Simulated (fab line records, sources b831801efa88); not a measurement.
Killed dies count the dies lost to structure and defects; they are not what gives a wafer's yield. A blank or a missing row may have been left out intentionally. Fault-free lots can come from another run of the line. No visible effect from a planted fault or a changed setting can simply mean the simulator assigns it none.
fab line records -- flow sky130
record lots=14, wafers=42, lastDay=50
route steps=708 shown VT_ADJUST_HVTR@142 VT_ADJUST_PCH@153 SONOS_TUNNEL@157 SONOS_ONO@169 PAD_OPEN@708
lots that met no fault: taken from a fault-free run of the same line
startH: the number of hours between the record's first day and the start of the first shown wafer of the lot -- waitH: hours since the lot's step before -- " unchanged from the row above -- L1.1+2: one row covering several wafers at once -- - no value present, or no start provided -- * or withheld: withheld -- < > ~ a bound
route shown NAME@n: a module of which the file shows steps, and the number in the route of the first -- usual: average and standard deviation across the fault-free wafers -- same: alike in all rows -- chamber/n: place in a boat -- sites: per-site readings -- _std_site: the values' standard deviation -- _edge_site: the outer-site mean with the inner-site mean subtracted -- radiusMm: for every site, how far away it sits from the centre of the wafer -- mask NAME#n: copy n -- behind: the tool/chamber that last shaped the wafer -- hold: why the lot went on hold/how many hours it stayed there/how the hold came to an end -- device: whichever transistor did not switch (one of n, p or np) -- end of line: at the end of the route, the tests of the same wafers -- for a step that has no rows: nothing shown but its recipe -- killed: at the first sort, the dies lost to defects and structure; wafer yield is something else -- map: per-die view of a wafer (x killed, . not killed, _ where there is no die)
set.NAME: setting as actually run; set.NAME@STEP: the setting as run at that earlier step -- model.NAME: the simulator's own value behind a step, which no gauge read
route steps across a sampled set of lots; one table per step, one row per wafer
## steps
# step SKY_VT_ADJUST_HVTR_TW_MEAS_11
# usual VT_ADJUST_HVTR_TW=208.4/1.6
lot.wafer,tool,chamber,startH,waitH,VT_ADJUST_HVTR_TW
L145.1,filmMetro-04,-,209.51,0.1,207.7
L145.3,filmMetro-04,-,209.51,0.1,206.8
L145.6,filmMetro-04,-,209.51,0.1,207.6
L146.2,filmMetro-03,-,209.82,0.1,210.8
L146.3,filmMetro-03,-,209.82,0.1,210.3
L146.6,filmMetro-03,-,209.82,0.1,210.4
L147.1,filmMetro-02,-,222.01,0.1,210.0
L147.3,filmMetro-02,-,222.01,0.1,210.5
L147.4,filmMetro-02,-,222.01,0.1,210.6
L148.1,filmMetro-03,-,227.16,0.1,210.2
L148.4,filmMetro-03,-,227.16,0.1,209.2
L148.5,filmMetro-03,-,227.16,0.1,209.1
L149.2,filmMetro-04,-,252.30,0.1,206.1
L149.3,filmMetro-04,-,252.30,0.1,206.6
L149.5,filmMetro-04,-,252.30,0.1,207.7
L152.3,filmMetro-04,-,253.73,0.1,207.1
L152.4,filmMetro-04,-,253.73,0.1,206.8
L152.6,filmMetro-04,-,253.73,0.1,206.9
L154.2,filmMetro-04,-,270.57,0.1,206.6
L154.5,filmMetro-04,-,270.57,0.1,208.4
L154.6,filmMetro-04,-,270.57,0.1,207.9
L155.1,filmMetro-02,-,277.16,0.1,210.7
L155.2,filmMetro-02,-,277.16,0.1,209.7
L155.5,filmMetro-02,-,277.16,0.1,210.3
L156.1,filmMetro-02,-,283.01,0.1,210.7
L156.5,filmMetro-02,-,283.01,0.1,211.1
L156.6,filmMetro-02,-,283.01,0.1,210.9
L157.1,filmMetro-04,-,295.16,0.1,206.1
L157.2,filmMetro-04,-,295.16,0.1,207.2
L157.6,filmMetro-04,-,295.16,0.1,205.9
L162.1,filmMetro-04,-,326.96,0.1,206.1
L162.2,filmMetro-04,-,326.96,0.1,206.8
L162.4,filmMetro-04,-,326.96,0.1,205.3
L164.1,filmMetro-02,-,343.19,0.1,208.9
L164.2,filmMetro-02,-,343.19,0.1,209.1
L164.6,filmMetro-02,-,343.19,0.1,210.3
L167.1,filmMetro-02,-,365.36,0.1,210.2
L167.3,filmMetro-02,-,365.36,0.1,210.6
L167.4,filmMetro-02,-,365.36,0.1,209.5
L168.1,filmMetro-02,-,376.97,0.1,208.2
L168.3,filmMetro-02,-,376.97,0.1,210.5
L168.5,filmMetro-02,-,376.97,0.1,209.2
# step SKY_VT_ADJUST_PCH_TW_MEAS_10
# usual VT_ADJUST_PCH_TW=142.7/0.65
lot.wafer,tool,chamber,startH,waitH,VT_ADJUST_PCH_TW
L145.1,filmMetro-03,-,232.39,0.1,143.1
L145.3,filmMetro-03,-,232.39,0.1,143.1
L145.6,filmMetro-03,-,232.39,0.1,143.2
L146.2,filmMetro-02,-,232.72,0.1,143.3
L146.3,filmMetro-02,-,232.72,0.1,143.2
L146.6,filmMetro-02,-,232.72,0.1,143.1
L147.1,filmMetro-03,-,244.99,0.1,143.6
L147.3,filmMetro-03,-,244.99,0.1,143.0
L147.4,filmMetro-03,-,244.99,0.1,142.2
L148.1,filmMetro-01,-,249.49,0.1,142.4
L148.4,filmMetro-01,-,249.49,0.1,143.2
L148.5,filmMetro-01,-,249.49,0.1,143.2
L149.2,filmMetro-02,-,276.60,0.1,142.6
L149.3,filmMetro-02,-,276.60,0.1,143.7
L149.5,filmMetro-02,-,276.60,0.1,142.9
L152.3,filmMetro-03,-,277.86,0.1,142.7
L152.4,filmMetro-03,-,277.86,0.1,143.2
L152.6,filmMetro-03,-,277.86,0.1,142.7
L154.2,filmMetro-03,-,295.70,0.1,140.9
L154.5,filmMetro-03,-,295.70,0.1,142.0
L154.6,filmMetro-03,-,295.70,0.1,142.0
L155.1,filmMetro-03,-,301.79,0.1,142.4
L155.2,filmMetro-03,-,301.79,0.1,141.2
L155.5,filmMetro-03,-,301.79,0.1,141.6
L156.1,filmMetro-01,-,308.04,0.1,142.4
L156.5,filmMetro-01,-,308.04,0.1,142.6
L156.6,filmMetro-01,-,308.04,0.1,142.9
L157.1,filmMetro-03,-,320.51,0.1,142.2
L157.2,filmMetro-03,-,320.51,0.1,142.2
L157.6,filmMetro-03,-,320.51,0.1,141.3
L162.1,filmMetro-01,-,353.31,0.1,142.7
L162.2,filmMetro-01,-,353.31,0.1,143.4
L162.4,filmMetro-01,-,353.31,0.1,142.7
L164.1,filmMetro-02,-,371.04,0.1,143.1
L164.2,filmMetro-02,-,371.04,0.1,143.2
L164.6,filmMetro-02,-,371.04,0.1,142.4
L167.1,filmMetro-03,-,393.99,0.1,142.2
L167.3,filmMetro-03,-,393.99,0.1,141.7
L167.4,filmMetro-03,-,393.99,0.1,142.4
L168.1,filmMetro-01,-,405.64,0.1,141.4
L168.3,filmMetro-01,-,405.64,0.1,141.7
L168.5,filmMetro-01,-,405.64,0.1,142.6
# step SKY_SONOS_TUNNEL_SOFTBAKE_03
# recipe tempC=90, timeS=60, resist=NOVOLAK
# usual chillPlateTempC=23.02/0.11, heaterPowerTotalW=56.60/0.045, plateTempC=89.97/0.12
lot.wafer,tool,chamber,startH,waitH,chillPlateTempC,heaterPowerTotalW,plateTempC
L145.1,lithoTrack-01,0,244.22,0.1,23.14,56.56,90.11
L145.3,lithoTrack-01,0,244.22,0.1,23.10,56.60,90.05
L145.6,lithoTrack-01,0,244.22,0.1,22.98,56.60,90.07
L146.2,lithoTrack-02,0,244.61,0.1,23.06,56.66,90.01
L146.3,lithoTrack-02,0,244.61,0.1,23.23,56.50,90.07
L146.6,lithoTrack-02,0,244.61,0.1,23.12,56.57,90.16
L147.1,lithoTrack-01,0,255.32,0.1,23.00,56.58,89.99
L147.3,lithoTrack-01,0,255.32,0.1,23.03,56.60,89.99
L147.4,lithoTrack-01,0,255.32,0.1,22.98,56.55,90.06
L148.1,lithoTrack-03,0,260.60,0.1,23.14,56.64,89.93
L148.4,lithoTrack-03,0,260.60,0.1,23.17,56.61,90.05
L148.5,lithoTrack-03,0,260.60,0.1,23.05,56.57,90.06
L149.2,lithoTrack-03,0,288.93,0.1,22.94,56.62,89.74
L149.3,lithoTrack-03,0,288.93,0.1,23.20,56.62,90.04
L149.5,lithoTrack-03,0,288.93,0.1,23.11,56.58,89.90
L152.3,lithoTrack-01,0,290.87,0.1,22.82,56.63,90.15
L152.4,lithoTrack-01,0,290.87,0.1,22.90,56.58,89.83
L152.6,lithoTrack-01,0,290.87,0.1,22.90,56.67,89.95
L154.2,lithoTrack-02,0,307.46,0.1,23.07,56.66,90.06
L154.5,lithoTrack-02,0,307.46,0.1,22.97,56.66,90.11
L154.6,lithoTrack-02,0,307.46,0.1,23.00,56.53,90.06
L155.1,lithoTrack-03,0,314.95,0.1,23.01,56.05,89.15
L155.2,lithoTrack-03,0,314.95,0.1,22.92,55.95,89.38
L155.5,lithoTrack-03,0,314.95,0.1,23.08,56.01,89.39
L156.1,lithoTrack-03,0,321.50,0.1,22.93,55.96,89.11
L156.5,lithoTrack-03,0,321.50,0.1,22.91,55.94,89.19
L156.6,lithoTrack-03,0,321.50,0.1,22.96,55.92,89.25
L157.1,lithoTrack-01,0,332.67,0.1,23.02,56.59,89.85
L157.2,lithoTrack-01,0,332.67,0.1,23.01,56.55,89.80
L157.6,lithoTrack-01,0,332.67,0.1,23.24,56.60,89.93
L162.1,lithoTrack-02,0,366.24,0.1,22.99,56.63,89.90
L162.2,lithoTrack-02,0,366.24,0.1,22.90,56.60,89.92
L162.4,lithoTrack-02,0,366.24,0.1,22.96,56.61,90.05
L164.1,lithoTrack-03,0,385.05,0.1,23.03,56.58,89.72
L164.2,lithoTrack-03,0,385.05,0.1,23.09,56.57,90.16
L164.6,lithoTrack-03,0,385.05,0.1,22.99,56.53,90.00
L167.1,lithoTrack-03,0,408.80,0.1,23.05,56.56,89.75
L167.3,lithoTrack-03,0,408.80,0.1,23.01,56.58,89.79
L167.4,lithoTrack-03,0,408.80,0.1,22.85,56.61,89.79
L168.1,lithoTrack-01,0,420.42,0.1,23.08,56.65,90.02
L168.3,lithoTrack-01,0,420.42,0.1,23.00,56.59,90.09
L168.5,lithoTrack-01,0,420.42,0.1,23.08,56.65,90.05
# step SKY_SONOS_ONO_THK_MEAS_01
# recipe reads=SiO2_of_SONOS_ONO_OXIDATION_00
# usual SONOS_ONO_OXIDATION_THK=2.58/0.056
lot.wafer,tool,chamber,startH,waitH,SONOS_ONO_OXIDATION_THK[nm]
L145.1,filmMetro-01,-,260.15,0.0,2.52
L145.3,filmMetro-01,-,260.15,0.0,2.54
L145.6,filmMetro-01,-,260.15,0.0,2.46
L146.2,filmMetro-04,-,260.16,0.0,2.65
L146.3,filmMetro-04,-,260.16,0.0,2.59
L146.6,filmMetro-04,-,260.16,0.0,2.63
L147.1,filmMetro-03,-,270.87,0.0,2.65
L147.3,filmMetro-03,-,270.87,0.0,2.59
L147.4,filmMetro-03,-,270.87,0.0,2.58
L148.1,filmMetro-04,-,274.44,0.0,2.55
L148.4,filmMetro-04,-,274.44,0.0,2.50
L148.5,filmMetro-04,-,274.44,0.0,2.50
L149.2,filmMetro-01,-,304.41,0.0,2.60
L149.3,filmMetro-01,-,304.41,0.0,2.55
L149.5,filmMetro-01,-,304.41,0.0,2.62
L152.3,filmMetro-04,-,305.77,0.0,2.65
L152.4,filmMetro-04,-,305.77,0.0,2.56
L152.6,filmMetro-04,-,305.77,0.0,2.60
L154.2,filmMetro-01,-,323.88,0.0,2.62
L154.5,filmMetro-01,-,323.88,0.0,2.54
L154.6,filmMetro-01,-,323.88,0.0,2.60
L155.1,filmMetro-04,-,329.74,0.0,2.61
L155.2,filmMetro-04,-,329.74,0.0,2.59
L155.5,filmMetro-04,-,329.74,0.0,2.57
L156.1,filmMetro-01,-,338.83,0.0,2.50
L156.5,filmMetro-01,-,338.83,0.0,2.58
L156.6,filmMetro-01,-,338.83,0.0,2.51
L157.1,filmMetro-04,-,350.62,0.0,2.62
L157.2,filmMetro-04,-,350.62,0.0,2.57
L157.6,filmMetro-04,-,350.62,0.0,2.64
L162.1,filmMetro-03,-,383.44,0.0,2.54
L162.2,filmMetro-03,-,383.44,0.0,2.57
L162.4,filmMetro-03,-,383.44,0.0,2.48
L164.1,filmMetro-04,-,402.23,0.0,2.62
L164.2,filmMetro-04,-,402.23,0.0,2.64
L164.6,filmMetro-04,-,402.23,0.0,2.61
L167.1,filmMetro-03,-,425.52,0.0,2.64
L167.3,filmMetro-03,-,425.52,0.0,2.59
L167.4,filmMetro-03,-,425.52,0.0,2.64
L168.1,filmMetro-01,-,438.88,0.0,2.60
L168.3,filmMetro-01,-,438.88,0.0,2.58
L168.5,filmMetro-01,-,438.88,0.0,2.53
# step SKY_PAD_OPEN_PROBE_99
# usual killed_at_M0_to_M3=44/6.8, killed_at_M4_up=3.1/1.9, killedAtContacts=25/5.9, killedAtFrontEnd=15/4.3, killedAtOther=0.2/0.51, killedDies=87/11, killedOpen=47/7.9, killedShort=39/6.4
# same grossDies=492, killedAtBackSide=0
lot.wafer,tool,chamber,startH,waitH,killed_at_M0_to_M3,killed_at_M4_up,killedAtContacts,killedAtFrontEnd,killedAtOther,killedDies,killedOpen,killedShort
L145.1,prober-02,-,1081.33,0.1,52,1,19,24,0,96,47,49
L145.3,prober-02,-,1081.43,0.2,37,5,28,20,0,90,51,39
L145.6,prober-02,-,1081.58,0.2,50,2,21,13,3,89,50,39
L156.1,prober-02,-,1141.59,0.1,45,2,24,16,0,87,47,40
L156.5,prober-02,-,1141.79,0.2,48,1,22,18,0,89,50,39
L156.6,prober-02,-,1141.84,0.2,45,2,30,12,0,89,46,43
L167.1,prober-01,-,1196.48,0.1,39,4,22,17,0,82,39,43
L167.3,prober-01,-,1196.58,0.2,44,7,19,20,0,90,51,39
L167.4,prober-01,-,1196.63,0.2,40,0,23,13,0,76,40,36
# killed by level:class
L145.1 VIA1:geometricParticle:open=12 FIELD_ISO:geometricParticle:short=9 METAL1:geometricParticle:short=9 CONTACT:geometricParticle:open=8 VIA2:geometricParticle:open=8 FIELD_ISO:geometricParticle:open=7 LI_CONTACT:geometricParticle:open=6 VIA1:geometricParticle:short=6
L145.3 CONTACT:geometricParticle:open=9 VIA1:geometricParticle:open=8 LI_CONTACT:geometricParticle:open=7 FIELD_ISO:geometricParticle:short=5 POLY_GATE:geometricParticle:open=5 LI_CONTACT:geometricParticle:short=5 VIA2:geometricParticle:open=5 METAL1:geometricParticle:short=5
L145.6 VIA1:geometricParticle:open=15 CONTACT:geometricParticle:open=9 METAL1:geometricParticle:short=7 VIA1:geometricParticle:short=7 FIELD_ISO:geometricParticle:short=6 VIA2:geometricParticle:open=6 LI_CONTACT:geometricParticle:open=6 VIA3:geometricParticle:open=5
L156.1 CONTACT:geometricParticle:open=12 METAL1:geometricParticle:short=7 METAL2:geometricParticle:short=7 CONTACT:geometricParticle:short=6 VIA3:geometricParticle:open=6 FIELD_ISO:geometricParticle:open=5 VIA1:geometricParticle:open=5 METAL2:geometricParticle:open=5
L156.5 VIA1:geometricParticle:open=12 CONTACT:geometricParticle:open=10 POLY_GATE:geometricParticle:open=8 VIA2:geometricParticle:open=8 METAL1:geometricParticle:short=7 LI_CONTACT:geometricParticle:open=5 METAL2:geometricParticle:short=5 VIA3:geometricParticle:short=5
L156.6 VIA1:geometricParticle:open=16 CONTACT:geometricParticle:open=10 LOCAL_INTERCONNECT:geometricParticle:short=8 VIA1:geometricParticle:short=8 LI_CONTACT:geometricParticle:open=5 FIELD_ISO:geometricParticle:short=4 CONTACT:geometricParticle:short=4 METAL2:geometricParticle:short=4
L167.1 CONTACT:geometricParticle:open=11 FIELD_ISO:geometricParticle:short=5 VIA2:geometricParticle:open=5 POLY_GATE:geometricParticle:short=5 METAL1:geometricParticle:short=5 VIA1:geometricParticle:open=5 VIA1:geometricParticle:short=4 LI_CONTACT:geometricParticle:open=4
L167.3 VIA1:geometricParticle:open=11 VIA1:geometricParticle:short=8 FIELD_ISO:geometricParticle:open=6 VIA3:geometricParticle:open=6 POLY_GATE:geometricParticle:open=5 LI_CONTACT:geometricParticle:open=5 CONTACT:geometricParticle:short=5 POLY_GATE:geometricParticle:short=4
L167.4 CONTACT:geometricParticle:open=10 METAL2:geometricParticle:short=8 VIA3:geometricParticle:open=7 METAL1:geometricParticle:short=6 VIA3:geometricParticle:short=6 VIA1:geometricParticle:open=5 VIA2:geometricParticle:open=4 LI_CONTACT:geometricParticle:open=4
## key
firstSign step=SKY_SONOS_TUNNEL_SOFTBAKE_03, reading=heaterPowerTotalW, direction=down, sigmas=14, usual=*, struck=*
effect step=SKY_SONOS_TUNNEL_SOFTBAKE_03, reading=plateTempC, direction=down, sigmas=6.2, usual=*, struck=*
metAt SKY_SONOS_TUNNEL_SOFTBAKE_03
struckLots L155,L156
testerLeftOut L155,L156
notActingAt SKY_VT_ADJUST_HVTR_TW_MEAS_11,SKY_VT_ADJUST_PCH_TW_MEAS_10,SKY_SONOS_ONO_THK_MEAS_01
onsetBetween 288.93 314.95
fault kind=processParameterDrift, tool=lithoTrack-03, chamber=-, onsetH=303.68, steps=SKY_SONOS_TUNNEL_SOFTBAKE_03, channel=tempC, offset=*, shape=step, endH=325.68, actsIn=*, stated=*
# testerLeftOut: of these lots the tester's yield and bins aren't shown, on N5 and GAA mostly nor the transistor test; their killed dies are dies lost to structure and defects alone, not to doping, threshold or leakage, so they don't give the yield
